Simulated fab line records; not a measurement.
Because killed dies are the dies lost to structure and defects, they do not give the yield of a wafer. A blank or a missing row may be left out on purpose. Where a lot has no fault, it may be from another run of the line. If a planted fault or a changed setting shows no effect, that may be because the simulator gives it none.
fab line records	flow sky130
record lots=13	wafers=39	lastDay=50
route steps=708 shown FIELD_ISO@1 LDD_HVP@282 METAL1@450 VIA1@460 PAD_OPEN@708
lots with no fault: from the same line, run without faults
startH: the number of hours between the record's first day and the start of the first shown wafer of the lot	waitH: hours from the lot's prior step to this one	" unchanged from the row above	L1.1+2: several wafers, shown together as one row	- either no value or no given start	* or withheld: withheld	< > ~ a bound
route shown NAME@n: names a module that has steps shown in the file, with the first one's number in the route	usual: mean/standard deviation of fault-free wafers	same: alike in all rows	chamber/n: place in a boat	sites: the reading at each site	_std_site: the values' standard deviation	_edge_site: the outer-site mean with the inner-site mean subtracted	radiusMm: how far each site lies from the wafer's centre	mask NAME#n: copy n	behind: tool/chamber where the wafer was last shaped	hold: the reason the lot was held/the length of the hold in hours/how it ended	device: names the non-switching transistor (n, p or np)	end of line: the same wafers' tests at the end of the route	for a step that has no rows: nothing shown but its recipe	killed: dies that structure and defects cost at the first sort, which is not the same as the wafer's yield	map: dies across one wafer; x = killed, . = not, _ = none there
set.NAME: setting as actually run; set.NAME@STEP: the setting as run at that earlier step	model.NAME: the simulator's own value behind a step, which no gauge read
route steps across a sampled set of lots; one table per step, one row per wafer
services: from which hour (startH, from the record's first day; less than 0 if before it) a tool's chamber was out of use, for how many hours, and why
## steps
# step SKY_FIELD_ISO_BOW_MEAS_00
# recipe mode=bow
# usual INCOMING_BOW=-1/6.3
lot.wafer	tool	chamber	startH	waitH	INCOMING_BOW[um]
L759.3	filmMetro-03	-	10.04	-	4
L759.4	"	-	"	"	6
L759.5	"	-	"	"	1
L760.4	filmMetro-01	-	15.06	-	1
L760.5	"	-	"	"	4
L760.6	"	-	"	"	1
L762.3	filmMetro-03	-	25.04	-	0
L762.5	"	-	"	"	10
L762.6	"	-	"	"	8
L765.2	filmMetro-03	-	40.02	-	-6
L765.3	"	-	"	"	5
L765.6	"	-	"	"	-6
L766.1	filmMetro-01	-	45.00	-	-7
L766.2	"	-	"	"	5
L766.4	"	-	"	"	12
L767.1	filmMetro-01	-	50.00	-	-8
L767.3	"	-	"	"	-4
L767.6	"	-	"	"	8
L771.1	filmMetro-03	-	70.00	-	15
L771.2	"	-	"	"	8
L771.5	"	-	"	"	7
L774.2	filmMetro-03	-	85.02	-	-6
L774.4	"	-	"	"	7
L774.5	"	-	"	"	-1
L778.1	filmMetro-04	-	105.00	-	-6
L778.2	"	-	"	"	-5
L778.5	"	-	"	"	-3
L779.1	filmMetro-04	-	110.00	-	14
L779.3	"	-	"	"	8
L779.4	"	-	"	"	0
L780.2	filmMetro-01	-	115.02	-	2
L780.3	"	-	"	"	2
L780.5	"	-	"	"	4
L781.2	filmMetro-01	-	120.02	-	6
L781.3	"	-	"	"	-4
L781.5	"	-	"	"	-7
L782.1	filmMetro-03	-	125.00	-	-3
L782.5	"	-	"	"	3
L782.6	"	-	"	"	-8
# step SKY_LDD_HVP_EXPOSE_04
# recipe maskId=HVPTM	na=0.6	sourceShape=conventional	sigmaOuter=0.6	polarization=unpolarized	targetCdNm=700	doseMj=86
lot.wafer	tool	chamber	startH	waitH	mask
L759.3+4+5	ilineStepper-02	0	471.47	-	HVPTM#0
L760.4+5+6	ilineStepper-01	0	494.29	-	HVPTM#0
L762.3+5+6	ilineStepper-02	0	513.93	-	HVPTM#0
L765.2+3+6	ilineStepper-01	0	539.12	-	HVPTM#0
L766.1+2+4	ilineStepper-01	0	544.83	-	HVPTM#0
L767.1+3+6	ilineStepper-01	0	558.48	-	HVPTM#0
L771.1+2+5	ilineStepper-01	0	589.40	-	HVPTM#0
L774.2+4+5	ilineStepper-01	0	613.49	-	HVPTM_R1#0
L778.1+2+5	ilineStepper-01	0	644.97	-	HVPTM#0
L779.1+3+4	ilineStepper-01	0	648.52	-	HVPTM#0
L780.2+3+5	ilineStepper-02	0	654.62	-	HVPTM#0
L781.2+3+5	ilineStepper-01	0	667.06	-	HVPTM#0
L782.1+5+6	ilineStepper-01	0	678.33	-	HVPTM#0
# step SKY_METAL1_OVL_MEAS_16
# usual METAL1_OVL=-2/5.3
lot.wafer	tool	chamber	startH	waitH	METAL1_OVL[nm]
L759.3	overlay-02	-	755.75	0.1	-5
L759.4	"	-	"	"	2
L759.5	"	-	"	"	2
L760.4	overlay-01	-	773.05	0.1	-2
L760.5	"	-	"	"	0
L760.6	"	-	"	"	-5
L762.3	overlay-01	-	791.89	0.1	-2
L762.5	"	-	"	"	-8
L762.6	"	-	"	"	4
L765.2	overlay-02	-	810.54	0.1	-15
L765.3	"	-	"	"	-6
L765.6	"	-	"	"	-9
L766.1	overlay-02	-	818.81	0.1	-5
L766.2	"	-	"	"	-1
L766.4	"	-	"	"	5
L767.1	overlay-02	-	840.04	0.1	-4
L767.3	"	-	"	"	-5
L767.6	"	-	"	"	1
L771.1	overlay-02	-	858.19	0.1	1
L771.2	"	-	"	"	-12
L771.5	"	-	"	"	-4
L774.2	overlay-01	-	882.58	0.1	3
L774.4	"	-	"	"	5
L774.5	"	-	"	"	1
L778.1	overlay-02	-	906.67	0.1	-8
L778.2	"	-	"	"	-8
L778.5	"	-	"	"	-10
L779.1	overlay-02	-	911.79	0.1	-5
L779.3	"	-	"	"	-4
L779.4	"	-	"	"	-6
L780.2	overlay-01	-	917.38	0.1	-1
L780.3	"	-	"	"	2
L780.5	"	-	"	"	9
L781.2	overlay-01	-	929.09	0.1	-11
L781.3	"	-	"	"	1
L781.5	"	-	"	"	-5
L782.1	overlay-01	-	937.29	0.1	3
L782.5	"	-	"	"	6
L782.6	"	-	"	"	-9
# step SKY_VIA1_CMP_02
# recipe material=SiO2	downForcePsi=4	platenRpm=60	padVelocityMS=0.94248
# usual edgeZonePressureFrac=1.001/0.005	motorCurrentA=12.6/1.2
lot.wafer	tool	chamber	startH	waitH	edgeZonePressureFrac	motorCurrentA
L759.4	cmp-01	0	756.78	0.1	1.001	10.8
L759.3	"	1	"	"	1.004	12.4
L759.5	"	3	"	"	0.994	13.7
L760.4	cmp-02	0	774.17	0.2	1.010	13.4
L760.5	"	1	"	"	1.004	13.3
L760.6	"	2	"	"	0.998	11.2
L762.3	cmp-01	2	793.05	0.1	1.004	14.2
L762.5	"	0	"	"	0.995	10.6
L762.6	"	1	"	"	1.000	13.1
L765.3	cmp-01	2	811.57	0.1	1.003	13.9
L765.2	"	3	"	"	0.992	14.2
L765.6	"	2	"	"	1.003	14.3
L766.1	cmp-02	3	819.79	0.1	1.005	12.1
L766.4	"	0	"	"	0.999	14.0
L766.2	"	2	"	"	1.005	10.8
L767.3	cmp-02	1	841.28	0.0	1.001	12.2
L767.1	"	0	"	"	1.001	13.3
L767.6	"	1	"	"	1.004	12.4
L771.1	cmp-02	1	859.35	0.1	1.008	12.9
L771.2	"	2	"	"	0.998	11.1
L771.5	"	0	"	"	0.998	13.1
L774.4	cmp-02	1	883.74	0.0	0.995	12.4
L774.2	"	2	"	"	1.000	11.2
L774.5	"	1	"	"	1.000	12.8
L778.1	cmp-02	2	907.68	0.1	1.002	11.4
L778.2	"	1	"	"	0.998	12.3
L778.5	"	2	"	"	0.996	11.3
L779.4	cmp-02	1	912.95	0.1	0.986	13.0
L779.1	"	2	"	"	1.005	11.6
L779.3	"	3	"	"	1.004	12.8
L780.2	cmp-02	0	918.49	0.1	1.001	13.0
L780.3	"	1	"	"	1.001	13.1
L780.5	"	0	"	"	1.005	13.4
L781.3	cmp-01	0	930.36	0.3	0.996	11.1
L781.2	"	1	"	"	1.001	12.7
L781.5	"	0	"	"	1.004	10.3
L782.1	cmp-01	3	938.37	0.1	0.998	14.6
L782.5	"	1	"	"	1.003	12.1
L782.6	"	2	"	"	0.998	14.0
# step SKY_PAD_OPEN_PROBE_99
# usual killed_at_M0_to_M3=44/7.9	killed_at_M4_up=3.1/2	killedAtContacts=23/4.9	killedAtFrontEnd=15/3.9	killedAtOther=0.2/0.49	killedDies=86/10	killedOnRim=17/3.9	killedOpen=47/7.1	killedShort=39/7.1
# same grossDies=492	killedAtBackSide=0
lot.wafer	tool	chamber	startH	waitH	killed_at_M0_to_M3	killed_at_M4_up	killedAtContacts	killedAtFrontEnd	killedAtOther	killedDies	killedOnRim	killedOpen	killedShort
L760.4	prober-01	-	1082.63	0.2	29	5	22	19	1	76	12	49	24
L760.5	prober-01	-	1082.68	0.2	45	2	23	17	1	88	22	47	41
L760.6	prober-01	-	1082.73	0.2	32	7	16	18	0	73	14	31	42
L762.3	prober-01	-	1098.94	0.2	49	4	22	11	0	86	15	49	37
L762.5	prober-01	-	1099.04	0.2	33	1	27	19	0	80	15	43	37
L762.6	prober-01	-	1099.09	0.2	41	3	17	15	0	76	18	41	35
L765.2	prober-02	-	1111.47	0.1	30	1	17	11	0	59	8	35	24
L765.3	prober-02	-	1111.52	0.2	47	2	27	11	0	87	19	42	45
L765.6	prober-02	-	1111.67	0.2	43	1	31	15	0	90	16	44	46
L771.1	prober-02	-	1144.89	0.1	50	9	22	17	1	99	25	43	56
L771.2	prober-02	-	1144.94	0.1	46	5	22	13	0	86	21	48	38
L771.5	prober-02	-	1145.09	0.2	46	5	25	18	0	94	17	61	33
L774.2	prober-01	-	1163.30	0.1	41	0	21	335	0	397	53	46	32
L774.4	prober-01	-	1163.40	0.2	46	2	16	327	0	391	52	42	35
L774.5	prober-01	-	1163.45	0.2	46	4	30	319	1	400	62	52	44
# killed by level:class
L760.4 VIA1:geometricParticle:open=10 VIA2:geometricParticle:open=9 FIELD_ISO:geometricParticle:open=7 CONTACT:geometricParticle:open=7 LI_CONTACT:geometricParticle:open=6 LOCAL_INTERCONNECT:geometricParticle:short=4 POLY_GATE:geometricParticle:short=3 CONTACT:geometricParticle:short=3
L760.5 VIA2:geometricParticle:open=11 VIA1:geometricParticle:open=9 VIA3:geometricParticle:open=7 CONTACT:geometricParticle:short=7 VIA1:geometricParticle:short=6 FIELD_ISO:geometricParticle:short=5 LOCAL_INTERCONNECT:geometricParticle:short=5 LI_CONTACT:geometricParticle:open=4
L760.6 VIA1:geometricParticle:short=8 VIA1:geometricParticle:open=7 METAL4:geometricParticle:short=6 FIELD_ISO:geometricParticle:open=5 LOCAL_INTERCONNECT:geometricParticle:short=5 FIELD_ISO:geometricParticle:short=4 LI_CONTACT:geometricParticle:short=4 LI_CONTACT:geometricParticle:open=4
L762.3 VIA3:geometricParticle:open=12 CONTACT:geometricParticle:open=10 VIA1:geometricParticle:short=7 VIA1:geometricParticle:open=7 METAL2:geometricParticle:short=6 VIA2:geometricParticle:open=6 METAL3:geometricParticle:short=6 LI_CONTACT:geometricParticle:open=5
L762.5 CONTACT:geometricParticle:open=9 CONTACT:geometricParticle:short=7 LI_CONTACT:geometricParticle:open=6 VIA3:geometricParticle:open=6 POLY_GATE:geometricParticle:short=5 POLY_GATE:geometricParticle:open=5 VIA1:geometricParticle:open=4 VIA2:geometricParticle:open=4
L762.6 VIA1:geometricParticle:open=9 VIA2:geometricParticle:open=7 CONTACT:geometricParticle:open=6 FIELD_ISO:geometricParticle:short=5 LI_CONTACT:geometricParticle:open=5 VIA3:geometricParticle:short=5 METAL2:geometricParticle:open=4 METAL3:geometricParticle:short=4
L765.2 CONTACT:geometricParticle:open=8 VIA2:geometricParticle:open=6 FIELD_ISO:geometricParticle:open=5 VIA1:geometricParticle:open=5 VIA3:geometricParticle:short=4 LOCAL_INTERCONNECT:geometricParticle:short=3 CONTACT:geometricParticle:short=3 METAL1:geometricParticle:open=3
L765.3 CONTACT:geometricParticle:open=10 VIA2:geometricParticle:open=9 VIA1:geometricParticle:open=9 METAL1:geometricParticle:short=8 METAL2:geometricParticle:short=8 POLY_GATE:geometricParticle:short=5 LOCAL_INTERCONNECT:geometricParticle:short=5 LI_CONTACT:geometricParticle:open=4
L765.6 CONTACT:geometricParticle:open=15 METAL1:geometricParticle:short=8 VIA3:geometricParticle:open=8 CONTACT:geometricParticle:short=7 METAL2:geometricParticle:short=7 VIA1:geometricParticle:open=5 POLY_GATE:geometricParticle:open=4 METAL3:geometricParticle:short=4
L771.1 VIA2:geometricParticle:open=9 METAL2:geometricParticle:short=7 VIA3:geometricParticle:open=7 METAL4:geometricParticle:short=7 FIELD_ISO:geometricParticle:open=6 METAL1:geometricParticle:short=6 VIA3:geometricParticle:short=6 FIELD_ISO:geometricParticle:short=5
L771.2 CONTACT:geometricParticle:open=11 VIA2:geometricParticle:open=9 VIA3:geometricParticle:open=9 VIA1:geometricParticle:open=7 VIA1:geometricParticle:short=6 POLY_GATE:geometricParticle:short=5 CONTACT:geometricParticle:short=5 METAL2:geometricParticle:short=5
L771.5 LI_CONTACT:geometricParticle:open=11 VIA1:geometricParticle:open=11 VIA2:geometricParticle:open=9 POLY_GATE:geometricParticle:open=7 CONTACT:geometricParticle:open=6 VIA3:geometricParticle:open=6 METAL1:geometricParticle:short=5 CONTACT:geometricParticle:short=4
L774.2 LDD_HVP:areaExpose=319 CONTACT:geometricParticle:open=9 VIA3:geometricParticle:open=8 VIA1:geometricParticle:open=7 VIA2:geometricParticle:open=7 FIELD_ISO:geometricParticle:short=5 METAL1:geometricParticle:short=5 POLY_GATE:geometricParticle:open=4
L774.4 LDD_HVP:areaExpose=314 CONTACT:geometricParticle:open=8 VIA2:geometricParticle:open=8 VIA1:geometricParticle:open=7 METAL1:geometricParticle:short=6 VIA1:geometricParticle:short=6 VIA3:geometricParticle:open=6 LI_CONTACT:geometricParticle:open=5
L774.5 LDD_HVP:areaExpose=304 CONTACT:geometricParticle:open=9 VIA2:geometricParticle:open=9 LI_CONTACT:geometricParticle:open=8 LI_CONTACT:geometricParticle:short=7 METAL2:geometricParticle:short=6 VIA3:geometricParticle:short=6 VIA3:geometricParticle:open=6
## services
tool	chamber	startH	hours	kind
cmp-02	-	471.23	2.0	repair
ilineStepper-01	-	472.07	4.7	repair
cmp-01	-	487.00	0.3	repair
cmp-01	-	542.12	0.4	repair
cmp-02	-	559.04	0.8	repair
cmp-02	-	567.47	1.0	repair
ilineStepper-01	-	569.67	1.7	pm
cmp-02	-	608.76	0.6	repair
cmp-02	-	638.83	2.9	repair
cmp-02	-	706.13	1.9	repair
cmp-02	-	712.37	2.4	repair
ilineStepper-01	-	718.44	2.5	repair
ilineStepper-01	-	740.88	12.4	repair
cmp-02	-	751.89	4.0	pm
cmp-02	-	756.56	0.6	repair
ilineStepper-01	-	762.16	4.4	pm
ilineStepper-01	-	768.03	6.0	repair
ilineStepper-01	-	781.11	1.1	repair
ilineStepper-01	-	787.85	1.7	pm
cmp-02	-	801.43	4.5	pm
ilineStepper-01	-	840.32	2.3	repair
cmp-02	-	849.00	0.5	repair
ilineStepper-01	-	865.64	2.1	pm
cmp-02	-	895.95	0.8	repair
## key
firstSign step=SKY_LDD_HVP_EXPOSE_04	reading=mask	direction=changed
effect step=SKY_PAD_OPEN_PROBE_99	reading=killedAtFrontEnd	direction=up	sigmas=79	usual=15	struck=327
moreKillsBornAt SKY_LDD_HVP_EXPOSE_04@ilineStepper-01=937
metAt SKY_LDD_HVP_EXPOSE_04
struckLots L774
testerLeftOut L774
notActingAt SKY_FIELD_ISO_BOW_MEAS_00,SKY_METAL1_OVL_MEAS_16,SKY_VIA1_CMP_02
onsetBetween 589.40 613.49
fault kind=wrongMask	tool=any	chamber=-	onsetH=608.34	steps=SKY_LDD_HVP_EXPOSE_04	auxCopy=HVPTM_R1#0	cdOffsetNm=-140	scope=struckLotsOnly
# testerLeftOut: of these lots the tester's yield and bins aren't shown, on N5 and GAA mostly nor the transistor test; their killed dies are dies lost to structure and defects alone, not to doping, threshold or leakage, so they don't give the yield
